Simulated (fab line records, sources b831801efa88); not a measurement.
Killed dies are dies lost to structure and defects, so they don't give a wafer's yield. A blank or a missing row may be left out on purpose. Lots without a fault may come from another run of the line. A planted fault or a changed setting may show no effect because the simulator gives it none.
Chamber matching | flow gf180mcu | GF_V4_ETCH_16 on rie_diel-04: 4 sister chambers
The step etches BARC in N2/H2. 14 wafers are shown with their chamber, then 7 later ones without.

WAFERS WITH THEIR CHAMBER
wafer  | chamber | drypump_motor_current_A (A) | oes_product_au (a.u.) | throttle_valve_pct (%)
L878.1 | 2       | 4.6                         | 0.847                 | 13.224
L878.2 | 1       | 5.3                         | 0.851                 | 13.212
L878.6 | 3       | 6.4                         | 0.849                 | 13.213
L879.1 | 2       | 4.6                         | 0.861                 | 13.216
L879.3 | 0       | 5.7                         | 0.851                 | 13.225
L879.6 | 3       | 6.3                         | 0.850                 | 13.226
L881.4 | 1       | 5.2                         | 0.854                 | 13.212
L881.5 | 0       | 5.6                         | 0.852                 | 13.226
L881.6 | 1       | 5.3                         | 0.851                 | 13.236
L885.2 | 2       | 4.7                         | 0.847                 | 13.237
L885.3 | 1       | 5.3                         | 0.852                 | 13.227
L885.5 | 1       | 5.3                         | 0.855                 | 13.215
L887.1 | 2       | 4.7                         | 0.862                 | 13.216
L887.5 | 3       | 6.4                         | 0.853                 | 13.224

SIGNATURES (means of the wafers above)
reading                 | chamber 0 | chamber 1 | chamber 2 | chamber 3 | scatter within a chamber
drypump_motor_current_A | 5.650     | 5.280     | 4.650     | 6.367     | 0.0545
oes_product_au          | 0.85150   | 0.85260   | 0.85425   | 0.85067   | 0.00483
throttle_valve_pct      | 13.22550  | 13.22040  | 13.22325  | 13.22100  | 0.00922
Rule: a wafer's distance from a chamber is the root of the sum, over the readings, of the square of ((its reading less the chamber's mean) divided by the reading's scatter). The wafer belongs to the nearest chamber; if the next one is less than 2 further off, it can't be placed. The scatter: the root of (the sum of the squares of (reading less its chamber's mean) over the shown wafers, divided by (wafers less chambers)).

WAFERS WITHOUT THEIR CHAMBER
wafer  | drypump_motor_current_A (A) | oes_product_au (a.u.) | throttle_valve_pct (%)
L887.6 | 5.7                         | 0.859                 | 13.216
L899.1 | 6.4                         | 0.856                 | 13.219
L899.3 | 5.2                         | 0.844                 | 13.220
L899.5 | 6.4                         | 0.850                 | 13.231
L901.1 | 4.6                         | 0.853                 | 13.238
L901.2 | 5.6                         | 0.854                 | 13.232
L901.3 | 6.3                         | 0.855                 | 13.232

WHICH CHAMBER EACH WENT THROUGH
wafer  | from the rows above | in truth
L887.6 | 0                   | 0
L899.1 | 3                   | 3
L899.3 | 1                   | 1
L899.5 | 3                   | 3
L901.1 | 2                   | 2
L901.2 | 0                   | 0
L901.3 | 3                   | 3
Placed correctly: 7 of 7. Can't be placed from these rows: 0. Placed wrongly: 0.
